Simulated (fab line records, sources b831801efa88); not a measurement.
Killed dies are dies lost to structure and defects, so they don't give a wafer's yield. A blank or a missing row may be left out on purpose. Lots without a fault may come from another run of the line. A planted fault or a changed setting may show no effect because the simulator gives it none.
fab line records | flow sky130
record lots=6 wafers=18 last_day=49
route steps=708 shown POLY_GATE@234 LDD_N@237 PAD_OPEN@708
lots that met no fault: from a run of the same line without faults
start_h: hours from the record's first day to the start of the lot's first wafer shown | wait_h: hours since the lot's step before | " the same as in the row above | L1.1+2: a row that stands for several wafers | - no value, or no start given | * or withheld: withheld | < > ~ a bound
route shown NAME@n: a module of which the file shows steps, and the number in the route of the first | usual: mean/standard deviation of fault-free wafers | same: alike in all rows | chamber/n: place in a boat | sites: the reading at each site | _std_site: their standard deviation | _edge_site: outer sites' mean less inner sites' | radius_mm: how far each site lies from the wafer's centre | mask NAME#n: copy n | behind: the tool/chamber that last shaped the wafer | hold: why the lot was held/for how many hours/how that ended | device: the transistor (n, p or np) that didn't switch | end of line: the same wafers' tests at the end of the route | a step without rows: its recipe alone | killed: dies lost to structure and defects at the first sort, not the wafer's yield | map: a wafer's dies, x killed, . not, _ none there
set.NAME: the setting as run; set.NAME@STEP: as run at that earlier step | model.NAME: the simulator's own value behind a step, which no gauge read
lots at some steps of the route; a table a step, a row a wafer
services: from which hour (start_h, from the record's first day; less than 0 if before it) a tool's chamber was out of use, for how many hours, and why
## steps
# step SKY_POLY_GATE_OXIDATION_20
# recipe temp_c=850 ambient=O2 stabilise_s=600 purge_s=300 target_thk_a=40 ox_time_s=899
# step SKY_POLY_GATE_THK_MEAS_21
# recipe reads=SiO2_of_POLY_GATE_OXIDATION_20
# usual POLY_GATE_OXIDATION_THK=4.05/0.088
# columns lot.wafer tool chamber start_h wait_h POLY_GATE_OXIDATION_THK[nm]
L147.1 film_metro-02 - 401.77 0.0 4.11
L147.5 " - " " 4.02
L147.6 " - " " 4.06
L155.1 film_metro-04 - 473.43 0.0 3.96
L155.2 " - " " 3.98
L155.6 " - " " 4.03
L159.2 film_metro-01 - 494.32 0.0 4.01
L159.3 " - " " 4.05
L159.6 " - " " 4.12
L161.1 film_metro-02 - 518.41 0.0 3.92
L161.4 " - " " 3.94
L161.6 " - " " 3.94
L162.1 film_metro-02 - 520.11 0.0 3.96
L162.5 " - " " 4.00
L162.6 " - " " 3.95
L167.1 film_metro-02 - 550.60 0.0 4.02
L167.4 " - " " 3.95
L167.5 " - " " 4.00
# step SKY_POLY_GATE_CD_MEAS_22
# usual cd_nm=150.6/1.9
# columns lot.wafer tool chamber start_h wait_h cd_nm
L147.1 cd_sem-02 - 401.83 0.1 146.5
L147.5 " - " " 149.7
L147.6 " - " " 148.4
L155.1 cd_sem-02 - 473.49 0.1 152.7
L155.2 " - " " 152.0
L155.6 " - " " 150.7
L159.2 cd_sem-02 - 494.40 0.1 149.4
L159.3 " - " " 150.9
L159.6 " - " " 152.7
L161.1 cd_sem-02 - 518.47 0.1 151.8
L161.4 " - " " 149.9
L161.6 " - " " 148.1
L162.1 cd_sem-02 - 520.17 0.1 151.1
L162.5 " - " " 153.5
L162.6 " - " " 151.5
L167.1 cd_sem-01 - 550.66 0.1 149.9
L167.4 " - " " 151.1
L167.5 " - " " 150.3
# step SKY_LDD_N_DEHYDRATE_00
# recipe temp_c=200 time_s=60
# step SKY_LDD_N_HMDS_01
# recipe prime_time_s=60 prime_temp_c=120
# step SKY_LDD_N_COAT_02
# recipe resist=NOVOLAK spin_rpm=3000 resist_thk_nm=300
# step SKY_LDD_N_SOFTBAKE_03
# recipe temp_c=90 time_s=60 resist=NOVOLAK
# step SKY_LDD_N_EXPOSE_04
# recipe mask_id=NTM target_cd_nm=840 na=0.6 source_shape=conventional sigma_outer=0.6 dose_mj=110
# step SKY_LDD_N_PEB_05
# recipe temp_c=withheld time_s=* resist=NOVOLAK
# step SKY_LDD_N_DEVELOP_06
# recipe develop_time_s=60 dev_temp_c=23
# step SKY_LDD_N_OVL_MEAS_07
# usual LDD_N_OVL=-0.8/1.6
# columns lot.wafer tool chamber start_h wait_h LDD_N_OVL[nm]
L147.1 overlay-02 - 428.63 0.1 1.7
L147.5 " - " " 1.3
L147.6 " - " " 0.3
L155.1 overlay-01 - 504.53 0.1 -0.6
L155.2 " - " " -1.4
L155.6 " - " " -0.6
L159.2 overlay-02 - 524.58 0.1 0.8
L159.3 " - " " 0.6
L159.6 " - " " 0.6
L161.1 overlay-02 - 548.83 0.1 1.2
L161.4 " - " " 2.0
L161.6 " - " " 0.8
L162.1 overlay-02 - 550.73 0.1 0.9
L162.5 " - " " 0.7
L162.6 " - " " 0.7
L167.1 overlay-01 - 580.53 0.1 -2.2
L167.4 " - " " -1.7
L167.5 " - " " -3.0
# step SKY_LDD_N_IMPLANT_08
# recipe species=As energy_kev=20 dose_cm2=7.5e+13 tilt_deg=withheld rotation_deg=23
# step SKY_LDD_N_IMPLANT_09
# recipe species=As energy_kev=20 dose_cm2=7.5e+13 tilt_deg=withheld rotation_deg=113
# usual beam_energy_keV=19.999/0.0071 beam_on_s=10.00/0.2 faraday_current_uA=423/8.3
# columns lot.wafer tool chamber start_h wait_h beam_energy_keV beam_on_s faraday_current_uA model.implant.rp_nm model.implant.drp_nm
L147.1 implanter-02 0 428.81 0.1 20.003 10.27 413 15.92 7.212
L147.5 " 0 " " 19.996 9.80 430 15.92 7.212
L147.6 " 0 " " 20.000 10.02 421 15.92 7.212
L155.1 implanter-03 0 504.71 0.1 19.990 10.01 424 15.36 7.212
L155.2 " 0 " " 19.997 10.13 418 15.36 7.212
L155.6 " 0 " " 19.992 10.02 423 15.36 7.212
L159.2 implanter-03 0 524.79 0.1 16.976 11.62 363 14.16 6.446
L159.3 " 0 " " 16.981 11.84 357 14.16 6.446
L159.6 " 0 " " 16.971 11.64 364 14.16 6.446
L161.1 implanter-03 0 549.01 0.1 16.965 12.01 351 14.01 6.446
L161.4 " 0 " " 16.959 11.79 357 14.01 6.446
L161.6 " 0 " " 16.963 11.67 363 14.01 6.446
L162.1 implanter-04 0 550.91 0.1 20.003 9.97 422 15.82 7.212
L162.5 " 0 " " 20.004 9.81 432 15.82 7.212
L162.6 " 0 " " 20.000 9.85 428 15.82 7.212
L167.1 implanter-04 0 580.71 0.1 19.993 10.12 416 16.01 7.212
L167.4 " 0 " " 19.998 9.80 432 16.01 7.212
L167.5 " 0 " " 19.999 10.17 416 16.01 7.212
# step SKY_LDD_N_IMPLANT_10
# recipe species=As energy_kev=20 dose_cm2=7.5e+13 tilt_deg=withheld rotation_deg=203
# step SKY_PAD_OPEN_PROBE_99
# usual killed_at_M0_to_M3=43/7.3 killed_at_M4_up=3.2/1.8 killed_at_contacts=24/5.8 killed_at_front_end=16/4.5 killed_at_other=0.3/0.53 killed_dies=87/9.9 killed_open=48/6.8 killed_short=39/6.9
# same gross_dies=492 killed_at_back_side=0
# columns lot.wafer tool chamber start_h wait_h killed_at_M0_to_M3 killed_at_M4_up killed_at_contacts killed_at_front_end killed_at_other killed_dies killed_open killed_short model.etest.tip_n.rs_ohm_sq
L147.1 prober-01 - 1092.89 0.1 38 0 19 21 0 78 45 33 445.9
L147.5 prober-01 - 1093.09 0.2 46 5 24 23 1 99 48 51 448.5
L147.6 prober-01 - 1093.14 0.2 41 1 24 18 0 84 53 31 443
L155.1 prober-01 - 1138.89 0.1 49 3 30 20 0 102 54 48 439.7
L155.2 prober-01 - 1138.94 0.1 46 1 32 24 0 103 63 40 443.4
L155.6 prober-01 - 1139.14 0.2 51 1 24 15 0 91 52 39 443.5
L159.2 prober-01 - 1153.52 0.1 38 4 21 19 1 83 43 40 447.9
L159.3 prober-01 - 1153.57 0.2 43 2 26 17 0 88 51 37 451.2
L159.6 prober-01 - 1153.72 0.2 40 2 35 17 0 94 52 42 448.4
L161.1 prober-01 - 1162.99 0.1 46 6 19 16 1 88 45 43 454.9
L161.4 prober-01 - 1163.14 0.2 39 4 29 16 0 88 49 39 454
L161.6 prober-01 - 1163.24 0.2 54 1 28 24 0 107 59 48 456.5
L162.1 prober-02 - 1168.05 0.1 38 2 27 15 0 82 47 35 444.1
L162.5 prober-02 - 1168.25 0.2 35 2 22 11 0 70 34 36 445.4
L162.6 prober-02 - 1168.30 0.2 49 2 22 13 0 86 52 34 446.2
L167.1 prober-01 - 1184.83 0.1 39 0 35 15 0 89 49 40 442.4
L167.4 prober-01 - 1184.98 0.2 56 1 17 19 0 93 54 39 439.6
L167.5 prober-01 - 1185.03 0.2 48 2 26 15 0 91 52 39 445
# killed by level:class
L147.1 VIA1:geometric_particle:open=11 CONTACT:geometric_particle:open=10 FIELD_ISO:geometric_particle:short=7 LI_CONTACT:geometric_particle:open=5 METAL1:geometric_particle:short=5 VIA1:geometric_particle:short=5 METAL2:geometric_particle:short=5 FIELD_ISO:geometric_particle:open=4
L147.5 VIA2:geometric_particle:open=10 VIA1:geometric_particle:open=9 FIELD_ISO:geometric_particle:short=7 LI_CONTACT:geometric_particle:open=7 VIA1:geometric_particle:short=6 CONTACT:geometric_particle:open=5 VIA3:geometric_particle:short=5 POLY_GATE:geometric_particle:short=4
L147.6 VIA1:geometric_particle:open=12 CONTACT:geometric_particle:open=8 VIA2:geometric_particle:open=6 VIA3:geometric_particle:open=6 FIELD_ISO:geometric_particle:open=5 POLY_GATE:geometric_particle:short=5 POLY_GATE:geometric_particle:open=5 LI_CONTACT:geometric_particle:open=5
L155.1 VIA1:geometric_particle:open=16 CONTACT:geometric_particle:open=10 FIELD_ISO:geometric_particle:short=8 LI_CONTACT:geometric_particle:open=7 METAL2:geometric_particle:short=7 VIA3:geometric_particle:open=6 METAL1:geometric_particle:short=6 POLY_GATE:geometric_particle:open=5
L155.2 CONTACT:geometric_particle:open=13 VIA1:geometric_particle:open=12 LI_CONTACT:geometric_particle:open=11 VIA2:geometric_particle:short=8 POLY_GATE:geometric_particle:open=7 FIELD_ISO:geometric_particle:open=6 METAL1:geometric_particle:short=6 VIA2:geometric_particle:open=5
L155.6 CONTACT:geometric_particle:open=15 VIA1:geometric_particle:open=12 VIA2:geometric_particle:open=9 METAL2:geometric_particle:short=8 CONTACT:geometric_particle:short=5 VIA1:geometric_particle:short=4 FIELD_ISO:geometric_particle:short=3 LI_CONTACT:geometric_particle:open=3
L159.2 FIELD_ISO:geometric_particle:short=7 LI_CONTACT:geometric_particle:open=7 VIA1:geometric_particle:open=7 VIA2:geometric_particle:open=7 FIELD_ISO:geometric_particle:open=6 CONTACT:geometric_particle:open=6 VIA1:geometric_particle:short=5 METAL2:geometric_particle:short=5
L159.3 LI_CONTACT:geometric_particle:open=12 VIA2:geometric_particle:open=11 VIA1:geometric_particle:open=9 VIA3:geometric_particle:open=5 METAL2:geometric_particle:short=5 CONTACT:geometric_particle:short=5 CONTACT:geometric_particle:open=5 VIA1:geometric_particle:short=5
L159.6 LI_CONTACT:geometric_particle:open=15 FIELD_ISO:geometric_particle:short=7 VIA1:geometric_particle:open=7 LOCAL_INTERCONNECT:geometric_particle:short=6 CONTACT:geometric_particle:open=6 VIA2:geometric_particle:short=6 FIELD_ISO:geometric_particle:open=5 CONTACT:geometric_particle:short=4
L161.1 VIA1:geometric_particle:open=7 VIA2:geometric_particle:open=7 METAL2:geometric_particle:short=7 LI_CONTACT:geometric_particle:open=6 CONTACT:geometric_particle:open=6 METAL1:geometric_particle:short=6 FIELD_ISO:geometric_particle:short=5 VIA3:geometric_particle:open=5
L161.4 CONTACT:geometric_particle:open=13 LI_CONTACT:geometric_particle:open=10 VIA1:geometric_particle:open=8 METAL3:geometric_particle:short=6 CONTACT:geometric_particle:short=5 VIA1:geometric_particle:short=5 METAL2:geometric_particle:short=5 FIELD_ISO:geometric_particle:short=4
L161.6 CONTACT:geometric_particle:open=14 VIA1:geometric_particle:open=12 LI_CONTACT:geometric_particle:open=10 METAL2:geometric_particle:short=9 FIELD_ISO:geometric_particle:short=8 METAL1:geometric_particle:short=7 POLY_GATE:geometric_particle:short=6 VIA3:geometric_particle:short=6
L162.1 CONTACT:geometric_particle:open=9 VIA1:geometric_particle:open=8 FIELD_ISO:geometric_particle:short=5 LI_CONTACT:geometric_particle:open=5 LOCAL_INTERCONNECT:geometric_particle:short=5 CONTACT:geometric_particle:short=5 METAL2:geometric_particle:short=5 VIA3:geometric_particle:open=5
L162.5 VIA1:geometric_particle:open=8 CONTACT:geometric_particle:open=6 VIA1:geometric_particle:short=6 VIA2:geometric_particle:open=6 LI_CONTACT:geometric_particle:open=5 LOCAL_INTERCONNECT:geometric_particle:short=5 FIELD_ISO:geometric_particle:open=4 CONTACT:geometric_particle:short=4
L162.6 VIA3:geometric_particle:open=14 VIA1:geometric_particle:open=10 CONTACT:geometric_particle:open=10 LI_CONTACT:geometric_particle:open=4 VIA1:geometric_particle:short=4 VIA3:geometric_particle:short=4 FIELD_ISO:geometric_particle:short=3 POLY_GATE:geometric_particle:short=3
L167.1 CONTACT:geometric_particle:open=12 VIA1:geometric_particle:open=10 LI_CONTACT:geometric_particle:open=8 METAL2:geometric_particle:short=8 LOCAL_INTERCONNECT:geometric_particle:short=7 CONTACT:geometric_particle:short=7 POLY_GATE:geometric_particle:open=5 VIA2:geometric_particle:open=4
L167.4 VIA1:geometric_particle:open=15 VIA3:geometric_particle:open=12 FIELD_ISO:geometric_particle:short=6 FIELD_ISO:geometric_particle:open=6 VIA1:geometric_particle:short=6 VIA2:geometric_particle:open=6 LOCAL_INTERCONNECT:geometric_particle:short=5 CONTACT:geometric_particle:open=5
L167.5 VIA1:geometric_particle:open=12 LI_CONTACT:geometric_particle:open=7 CONTACT:geometric_particle:open=7 VIA3:geometric_particle:short=7 VIA2:geometric_particle:open=6 POLY_GATE:geometric_particle:open=4 LI_CONTACT:geometric_particle:short=4 METAL1:geometric_particle:open=4
## services
# columns tool chamber start_h hours kind
implanter-02 - 432.72 0.6 repair
implanter-04 - 434.21 3.2 repair
implanter-04 - 453.14 8.6 repair
implanter-04 - 507.83 3.4 pm
implanter-02 - 519.79 8.5 repair
implanter-04 - 523.65 2.4 repair
implanter-04 - 528.61 1.8 repair
implanter-04 - 560.14 10.2 repair
implanter-04 - 560.32 2.1 repair
implanter-03 - 572.58 1.5 repair
## key
first_sign step=SKY_LDD_N_IMPLANT_09 reading=beam_energy_keV direction=down sigmas=99+ usual=* struck=*
effect step=SKY_LDD_N_IMPLANT_09 reading=beam_on_s direction=up sigmas=8.6 usual=10.00 struck=11.76
model_effect step=SKY_LDD_N_IMPLANT_09 value=implant.rp_nm without=15.85 struck=14.09
model_effect step=SKY_PAD_OPEN_PROBE_99 value=etest.tip_n.rs_ohm_sq without=443.2 struck=452.1
met_at SKY_LDD_N_IMPLANT_09
struck_wafers L159.2,L159.3,L159.6,L161.1,L161.4,L161.6
tester_left_out L159,L161
onset_between 504.71 524.79
fault kind=process_parameter_drift tool=implanter-03 chamber=- onset_h=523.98 steps=SKY_LDD_N_IMPLANT_09 channel=energy_kev offset=* shape=step end_h=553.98 acts_in=* stated=*
# tester_left_out: of these lots the tester's yield and bins aren't shown, on N5 and GAA mostly nor the transistor test; their killed dies are dies lost to structure and defects alone, not to doping, threshold or leakage, so they don't give the yield
